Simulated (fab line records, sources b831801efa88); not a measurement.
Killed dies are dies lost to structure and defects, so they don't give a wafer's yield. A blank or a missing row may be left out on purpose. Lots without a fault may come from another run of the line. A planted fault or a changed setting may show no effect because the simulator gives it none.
fab line records | flow sky130
record lots=6 wafers=18 last_day=50
route steps=708 shown SD_N@344 PAD_OPEN@708
lots that met no fault: from a run of the same line without faults
start_h: hours from the record's first day to the start of the lot's first wafer shown | wait_h: hours since the lot's step before | " the same as in the row above | L1.1+2: a row that stands for several wafers | - no value, or no start given | * or withheld: withheld | < > ~ a bound
route shown NAME@n: a module of which the file shows steps, and the number in the route of the first | usual: mean/standard deviation of fault-free wafers | same: alike in all rows | chamber/n: place in a boat | sites: the reading at each site | _std_site: their standard deviation | _edge_site: outer sites' mean less inner sites' | radius_mm: how far each site lies from the wafer's centre | mask NAME#n: copy n | behind: the tool/chamber that last shaped the wafer | hold: why the lot was held/for how many hours/how that ended | device: the transistor (n, p or np) that didn't switch | end of line: the same wafers' tests at the end of the route | a step without rows: its recipe alone | killed: dies lost to structure and defects at the first sort, not the wafer's yield | map: a wafer's dies, x killed, . not, _ none there
set.NAME: the setting as run; set.NAME@STEP: as run at that earlier step | model.NAME: the simulator's own value behind a step, which no gauge read
lots at some steps of the route; a table a step, a row a wafer
services: from which hour (start_h, from the record's first day; less than 0 if before it) a tool's chamber was out of use, for how many hours, and why
## steps
# step SKY_SD_N_COAT_02
# recipe resist=NOVOLAK spin_rpm=3000 resist_thk_nm=1140
# step SKY_SD_N_SOFTBAKE_03
# recipe temp_c=90 time_s=60 resist=NOVOLAK
# step SKY_SD_N_EXPOSE_04
# recipe mask_id=NSDM na=0.6 source_shape=conventional sigma_outer=0.6 polarization=unpolarized target_cd_nm=380 dose_mj=137.5
# step SKY_SD_N_PEB_05
# recipe temp_c=withheld time_s=* resist=NOVOLAK
# step SKY_SD_N_DEVELOP_06
# recipe resist=NOVOLAK developer=TMAH develop_time_s=60 dev_temp_c=23
# step SKY_SD_N_CD_MEAS_07
# recipe target_cd_nm=380
# usual cd_nm=379.9/2.6
# columns lot.wafer tool chamber start_h wait_h cd_nm
L263.1 cd_sem-01 - 657.69 0.1 383.0
L263.5 " - " " 383.3
L263.6 " - " " 382.7
L273.1 cd_sem-01 - 732.24 0.1 376.4
L273.2 " - " " 379.5
L273.6 " - " " 378.7
L274.1 cd_sem-02 - 741.04 0.1 373.6
L274.2 " - " " 376.8
L274.3 " - " " 376.6
L275.1 cd_sem-01 - 747.49 0.1 377.2
L275.2 " - " " 377.2
L275.4 " - " " 380.0
L277.2 cd_sem-01 - 767.80 0.1 381.1
L277.3 " - " " 379.2
L277.5 " - " " 378.2
L284.1 cd_sem-02 - 825.19 0.1 376.9
L284.4 " - " " 377.2
L284.6 " - " " 376.7
# step SKY_SD_N_OVL_MEAS_08
# usual SD_N_OVL=-0.2/1.6
# columns lot.wafer tool chamber start_h wait_h SD_N_OVL[nm]
L263.1 overlay-01 - 657.81 0.1 -1.4
L263.5 " - " " -1.2
L263.6 " - " " -0.2
L273.1 overlay-02 - 732.36 0.1 1.0
L273.2 " - " " 0.1
L273.6 " - " " 2.5
L274.1 overlay-01 - 741.16 0.1 -3.4
L274.2 " - " " -0.5
L274.3 " - " " -1.3
L275.1 overlay-01 - 747.61 0.1 -0.2
L275.2 " - " " 0.7
L275.4 " - " " 0.9
L277.2 overlay-02 - 767.91 0.1 2.7
L277.3 " - " " 1.2
L277.5 " - " " 1.6
L284.1 overlay-01 - 825.31 0.1 0.2
L284.4 " - " " -0.6
L284.6 " - " " -0.2
# step SKY_SD_N_IMPLANT_09
# recipe species=As energy_kev=50 dose_cm2=4e+15 tilt_deg=0
# step SKY_SD_N_IMPLANT_10
# recipe species=P energy_kev=20 dose_cm2=1e+14 tilt_deg=0
# step SKY_SD_N_STRIP_11
# recipe chemistry=O2/N2 power_w=1400 pressure_mtorr=1500 platen_temp_c=withheld o2_flow_sccm=3000 n2_flow_sccm=300 overash_fraction=0.5
# usual drypump_motor_current_A=5.8/0.31 oes_product_au=0.527/0.0041 strip_time_to_endpoint_s=22.54/0.043
# columns lot.wafer tool chamber start_h wait_h drypump_motor_current_A oes_product_au rf_hours_counter_h strip_time_to_endpoint_s
L263.1 plasma_asher-01 1 658.14 0.1 6.1 0.524 56 22.59
L263.5 " 1 " " 6.2 0.531 - 22.60
L263.6 " 0 " " 5.5 0.528 - 22.62
L273.1 plasma_asher-02 0 732.69 0.1 5.6 0.537 30 22.50
L273.2 " 1 " " 5.9 0.529 30 22.51
L273.6 " 0 " " 5.6 0.524 - 22.51
L274.1 plasma_asher-01 0 741.49 0.1 5.5 0.517 64 22.48
L274.2 " 1 " " 6.1 0.532 64 22.53
L274.3 " 0 " " 5.5 0.528 - 22.48
L275.1 plasma_asher-02 0 747.94 0.1 5.6 0.528 32 22.51
L275.2 " 1 " " 5.8 0.533 32 22.52
L275.4 " 1 " " 5.8 0.525 - 22.59
L277.2 plasma_asher-01 1 768.24 0.1 6.1 0.526 67 22.52
L277.3 " 0 " " 5.5 0.525 - 22.52
L277.5 " 1 " " 6.1 0.526 - 22.53
L284.1 plasma_asher-02 1 825.64 0.1 5.8 0.534 39 22.59
L284.4 " 1 " " 5.8 0.525 - 22.61
L284.6 " 0 " " 5.6 0.532 - 22.60
# step SKY_SD_N_TW_MEAS_12
# usual SD_N_TW=3985/30
# columns lot.wafer tool chamber start_h wait_h SD_N_TW
L263.1 film_metro-03 - 658.24 0.1 3963
L263.5 " - " " 3983
L263.6 " - " " 3990
L273.1 film_metro-01 - 732.79 0.1 4013
L273.2 " - " " 4019
L273.6 " - " " 4016
L274.1 film_metro-03 - 741.59 0.1 3998
L274.2 " - " " 3998
L274.3 " - " " 4022
L275.1 film_metro-03 - 748.04 0.1 4018
L275.2 " - " " 4018
L275.4 " - " " 4014
L277.2 film_metro-01 - 768.35 0.1 4023
L277.3 " - " " 4006
L277.5 " - " " 4002
L284.1 film_metro-02 - 825.74 0.1 3968
L284.4 " - " " 3962
L284.6 " - " " 3948
# step SKY_SD_N_CLEAN_13
# recipe chemistry=SC1/SC2 mix=1:4:20 temp_c=70 time_s=150 dry=n2_spin
# step SKY_SD_N_RTA_14
# recipe temp_c=1075 time_s=2 idle_temp_c=650 ramp_up_c_per_s=150 ramp_down_c_per_s=90 ambient=N2
# usual lamp_power_pct=15.74/0.051 ramp_down_c_per_s=90.002/0.016 wafer_temp_C_max=1077.9/1.1
# columns lot.wafer tool chamber start_h wait_h lamp_power_pct ramp_down_c_per_s wafer_temp_C_max
L263.1 rtp_anneal-01 0 658.41 0.0 15.74 89.994 1076.1
L263.5 " 0 " " 15.83 89.979 1078.5
L263.6 " 0 " " 15.71 89.987 1076.4
L273.1 rtp_anneal-02 0 732.90 0.0 15.77 36.001 1080.5
L273.2 " 0 " " 15.76 36.002 1079.8
L273.6 " 0 " " 15.73 36.034 1077.7
L274.1 rtp_anneal-02 0 741.70 0.0 15.76 36.007 1077.7
L274.2 " 0 " " 15.67 35.991 1077.9
L274.3 " 0 " " 15.78 36.011 1077.4
L275.1 rtp_anneal-01 0 748.15 0.0 15.67 90.005 1077.2
L275.2 " 0 " " 15.72 89.987 1079.7
L275.4 " 0 " " 15.74 90.006 1077.7
L277.2 rtp_anneal-01 0 768.45 0.0 15.74 89.988 1077.7
L277.3 " 0 " " 15.76 90.015 1077.2
L277.5 " 0 " " 15.82 90.036 1078.0
L284.1 rtp_anneal-02 0 825.85 0.0 15.84 90.000 1078.3
L284.4 " 0 " " 15.75 90.000 1076.9
L284.6 " 0 " " 15.65 90.020 1076.8
# step SKY_PAD_OPEN_PROBE_99
# usual killed_at_M0_to_M3=43/7.7 killed_at_M4_up=2.9/1.7 killed_at_contacts=24/5.5 killed_at_front_end=15/4 killed_at_other=0.4/0.66 killed_dies=86/9.4 killed_open=47/6.7 killed_short=38/6.2
# same gross_dies=492 killed_at_back_side=0
# columns lot.wafer tool chamber start_h wait_h killed_at_M0_to_M3 killed_at_M4_up killed_at_contacts killed_at_front_end killed_at_other killed_dies killed_open killed_short model.etest.res_xhigh_po.line_ohm_um model.etest.res_xhigh_po.rs_ohm_sq model.etest.res_pdiff.line_ohm_um model.etest.res_high_po.line_ohm_um model.etest.licon_pdiff.rc_ohm model.etest.licon_high_po.rc_ohm model.etest.res_high_po.rs_ohm_sq model.etest.pfet_01v8.drive_ua_um
L263.1 prober-01 - 1081.70 0.1 29 5 21 20 1 76 39 37 5688 1965 1362 736.5 614.7 359.8 257.4 189.3
L263.5 prober-01 - 1081.90 0.2 50 3 38 20 0 111 62 49 5369 1877 1367 724.3 600.1 344 251 191
L263.6 prober-01 - 1081.95 0.2 36 3 30 17 0 86 49 36 5375 1872 1344 719.9 579.6 346.2 249.6 195.4
L273.1 prober-02 - 1136.39 0.1 46 1 21 14 0 82 44 37 5158 1837 1326 700.6 648.3 340.2 248.2 192.9
L273.2 prober-02 - 1136.44 0.1 48 1 24 10 0 83 46 37 5497 1946 1326 735.4 605.4 338.4 260.7 198.4
L273.6 prober-02 - 1136.64 0.2 33 1 30 15 1 80 47 33 5314 1891 1323 714.4 633.5 338.5 256.7 192.5
L274.1 prober-02 - 1144.81 0.1 53 6 26 16 0 101 53 47 5133 1793 1339 705.8 649.1 329.4 244.8 206.5
L274.2 prober-02 - 1144.86 0.1 40 0 18 19 1 78 39 39 5379 1860 1342 721.1 616.1 318.2 250.1 205.7
L274.3 prober-02 - 1144.91 0.2 48 5 16 12 0 81 41 40 5127 1791 1328 706.9 628.9 320.4 245.3 204.6
L277.2 prober-01 - 1164.68 0.1 53 1 18 18 0 90 50 40 5936 2044 1394 777 581.2 348.7 266.5 188.9
L277.3 prober-01 - 1164.73 0.2 37 3 28 14 0 82 48 34 5733 2027 1366 751.9 583.6 343.1 264 187.7
L277.5 prober-01 - 1164.83 0.2 48 1 32 10 0 91 52 39 5692 2010 1365 735.7 581.6 330.8 261.9 186.8
L284.1 prober-02 - 1199.36 0.1 44 5 31 14 0 94 50 44 5957 2041 1340 767.4 602.2 360.5 266.1 204.2
L284.4 prober-02 - 1199.51 0.2 34 5 23 11 0 73 49 24 5983 2040 1329 755.3 587.3 353.9 263.4 205.4
L284.6 prober-02 - 1199.61 0.2 35 5 28 9 0 77 42 35 5781 2003 1351 754.2 581.2 347.2 260.1 207.1
# killed by level:class
L263.1 VIA1:geometric_particle:open=10 FIELD_ISO:geometric_particle:short=7 CONTACT:geometric_particle:open=7 VIA3:geometric_particle:open=7 FIELD_ISO:geometric_particle:open=4 LOCAL_INTERCONNECT:geometric_particle:short=4 CONTACT:geometric_particle:short=4 POLY_GATE:geometric_particle:short=3
L263.5 VIA1:geometric_particle:open=16 CONTACT:geometric_particle:open=13 LOCAL_INTERCONNECT:geometric_particle:short=10 METAL1:geometric_particle:short=8 VIA2:geometric_particle:open=7 FIELD_ISO:geometric_particle:short=6 LI_CONTACT:geometric_particle:open=6 POLY_GATE:geometric_particle:short=5
L263.6 CONTACT:geometric_particle:open=11 LI_CONTACT:geometric_particle:open=7 VIA1:geometric_particle:open=7 METAL1:geometric_particle:short=7 FIELD_ISO:geometric_particle:open=6 VIA3:geometric_particle:open=5 LOCAL_INTERCONNECT:geometric_particle:short=4 CONTACT:geometric_particle:short=4
L273.1 VIA2:geometric_particle:open=8 CONTACT:geometric_particle:open=7 VIA3:geometric_particle:open=7 METAL1:geometric_particle:short=6 VIA1:geometric_particle:open=6 VIA3:geometric_particle:short=5 FIELD_ISO:geometric_particle:short=4 LI_CONTACT:geometric_particle:open=4
L273.2 VIA3:geometric_particle:open=10 CONTACT:geometric_particle:open=9 VIA1:geometric_particle:open=8 VIA1:geometric_particle:short=6 VIA2:geometric_particle:open=6 CONTACT:geometric_particle:short=5 LI_CONTACT:geometric_particle:open=4 METAL1:geometric_particle:open=4
L273.6 CONTACT:geometric_particle:open=10 VIA1:geometric_particle:open=9 VIA3:geometric_particle:open=6 LI_CONTACT:geometric_particle:open=5 LI_CONTACT:geometric_particle:short=5 LOCAL_INTERCONNECT:geometric_particle:short=5 FIELD_ISO:geometric_particle:short=4 VIA2:geometric_particle:open=4
L274.1 CONTACT:geometric_particle:open=14 VIA1:geometric_particle:open=11 VIA1:geometric_particle:short=8 LI_CONTACT:geometric_particle:open=7 VIA3:geometric_particle:open=7 METAL1:geometric_particle:short=6 VIA2:geometric_particle:open=6 FIELD_ISO:geometric_particle:short=5
L274.2 VIA1:geometric_particle:open=8 POLY_GATE:geometric_particle:open=6 LOCAL_INTERCONNECT:geometric_particle:short=6 METAL2:geometric_particle:short=6 LI_CONTACT:geometric_particle:open=5 VIA2:geometric_particle:short=5 VIA2:geometric_particle:open=5 FIELD_ISO:geometric_particle:short=4
L274.3 VIA1:geometric_particle:open=12 VIA2:geometric_particle:open=7 METAL1:geometric_particle:short=6 METAL2:geometric_particle:short=6 CONTACT:geometric_particle:short=5 CONTACT:geometric_particle:open=5 VIA3:geometric_particle:short=5 VIA1:geometric_particle:short=5
L277.2 VIA1:geometric_particle:open=13 METAL1:geometric_particle:short=9 LI_CONTACT:geometric_particle:open=8 CONTACT:geometric_particle:open=7 FIELD_ISO:geometric_particle:short=6 VIA2:geometric_particle:open=6 VIA3:geometric_particle:open=6 VIA2:geometric_particle:short=5
L277.3 VIA1:geometric_particle:open=13 CONTACT:geometric_particle:open=9 VIA2:geometric_particle:open=7 LOCAL_INTERCONNECT:geometric_particle:short=6 CONTACT:geometric_particle:short=6 FIELD_ISO:geometric_particle:short=3 LOCAL_INTERCONNECT:geometric_particle:open=3 METAL1:geometric_particle:open=3
L277.5 LI_CONTACT:geometric_particle:open=10 METAL1:geometric_particle:short=10 LOCAL_INTERCONNECT:geometric_particle:short=9 VIA1:geometric_particle:open=9 VIA3:geometric_particle:open=7 CONTACT:geometric_particle:open=6 VIA2:geometric_particle:open=6 POLY_GATE:geometric_particle:open=5
L284.1 LOCAL_INTERCONNECT:geometric_particle:short=12 VIA1:geometric_particle:open=11 CONTACT:geometric_particle:open=9 METAL2:geometric_particle:short=8 VIA2:geometric_particle:open=6 VIA1:geometric_particle:short=6 VIA3:geometric_particle:open=6 FIELD_ISO:geometric_particle:open=5
L284.4 VIA1:geometric_particle:open=9 CONTACT:geometric_particle:open=7 LI_CONTACT:geometric_particle:open=6 VIA2:geometric_particle:open=6 VIA3:geometric_particle:open=5 FIELD_ISO:geometric_particle:open=4 LOCAL_INTERCONNECT:geometric_particle:short=4 POLY_GATE:geometric_particle:open=3
L284.6 LI_CONTACT:geometric_particle:open=9 CONTACT:geometric_particle:open=9 VIA2:geometric_particle:open=7 METAL1:geometric_particle:short=5 VIA3:geometric_particle:open=5 LOCAL_INTERCONNECT:geometric_particle:short=4 CONTACT:geometric_particle:short=4 VIA2:geometric_particle:short=4
## services
# columns tool chamber start_h hours kind
plasma_asher-01 - 652.71 3.1 repair
plasma_asher-01 - 806.53 1.7 repair
## key
first_sign step=SKY_SD_N_RTA_14 reading=ramp_down_c_per_s direction=down sigmas=99+ usual=90.002 struck=36.008
effect none on later readings
model_effect step=SKY_PAD_OPEN_PROBE_99 value=etest.res_xhigh_po.line_ohm_um without=5815 struck=5268
met_at SKY_SD_N_RTA_14
struck_wafers L273.1,L273.2,L273.6,L274.1,L274.2,L274.3
tester_left_out L273,L274
fault kind=process_parameter_drift tool=rtp_anneal-02 chamber=- onset_h=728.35 steps=SKY_SD_N_RTA_14 channel=ramp_down_c_per_s offset=-54 shape=step end_h=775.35 acts_in=these_recipes_only stated=90
# tester_left_out: of these lots the tester's yield and bins aren't shown, on N5 and GAA mostly nor the transistor test; their killed dies are dies lost to structure and defects alone, not to doping, threshold or leakage, so they don't give the yield
